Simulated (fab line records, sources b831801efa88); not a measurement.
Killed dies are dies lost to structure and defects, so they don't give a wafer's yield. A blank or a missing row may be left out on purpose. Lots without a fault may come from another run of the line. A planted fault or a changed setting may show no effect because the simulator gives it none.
One fault seen from 2 desks | flow sfq_line | each desk has only its own numbers; what lay behind them comes last

THE TOOL OWNER'S DESK: pvd_sputter-06
The tool's own readings at SFQ_TRILAYER_M7_DEP_SPUTTER_175 (material Nb, target thk 200 nm, time 133.3 s): means of the sampled wafers that have a number, for each lot that ran on this tool. A lot is out of limits, marked OUT, if its mean lies more than 4 standard deviations from the usual mean; the brackets give that distance.
Columns: A = throttle_valve_pct at SFQ_TRILAYER_M7_DEP_SPUTTER_175, usual 30.3 %
lot  | first seen here | A
L973 | day 77 01:47    | 29.2
L984 | day 83 10:26    | 30.8
L986 | day 84 01:26    | 30.9
This desk's finding: nothing out of limits on any of the 3 lots.

THE METROLOGY DESK
What the gauges read, lot by lot, whatever tool the lot ran on: means of the sampled wafers that have a number. A lot is out of limits, marked OUT, if its mean lies more than 4 standard deviations from the usual mean; the brackets give that distance.
Columns: A = I6_OVL at SFQ_I6_OVL_MEAS_942, usual -3 nm; B = M7_NB_RS at SFQ_M7_RS_MEAS_943, usual 0.891 ohm/sq; C = M7_OVL at SFQ_M7_OVL_MEAS_945, usual 1 nm; D = I7_BOW at SFQ_I7_BOW_MEAS_946, usual 7 um; E = I7_OVL at SFQ_I7_OVL_MEAS_947, usual 0 nm; F = M8_BOW at SFQ_M8_BOW_MEAS_951, usual 8 um
lot  | first seen here | A  | B               | C  | D  | E  | F
L971 | day 76 15:43    | 5  | 0.903           | 3  | -1 | 6  | -2
L973 | day 77 00:12    | -4 | 0.898           | 6  | 16 | -6 | 17
L984 | day 83 09:27    | -8 | 0.738 (-18) OUT | -2 | 11 | 6  | 11
L986 | day 83 23:51    | -8 | 0.739 (-17) OUT | 6  | 11 | 3  | 13
L989 | day 84 10:04    | -1 | 0.890           | -2 | 5  | -3 | 6
L990 | day 84 17:16    | -6 | 0.902           | -5 | 2  | -0 | 3
This desk's finding: out of limits on L984, L986; first on L984, day 83 10:32 (M7_NB_RS at SFQ_M7_RS_MEAS_943). In limits: L971, L973, L989, L990.

PUT TOGETHER
The metrology desk could have raised an alarm at day 83 10:32, on L984, L986.
The tool owner's desk saw nothing out of limits.
The tool owner's desk has L984, L986 on record, within its limits.
Of the lots named, all ran SFQ_TRILAYER_M7_DEP_SPUTTER_175 on pvd_sputter-06.

WHAT THE SIMULATOR HAD PUT IN
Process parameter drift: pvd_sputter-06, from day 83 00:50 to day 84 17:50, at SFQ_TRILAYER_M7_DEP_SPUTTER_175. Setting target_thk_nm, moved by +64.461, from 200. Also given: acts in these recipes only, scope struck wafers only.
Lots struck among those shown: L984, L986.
Hours from the fault's start to each desk's first reading out of limits: the metrology desk, 10.
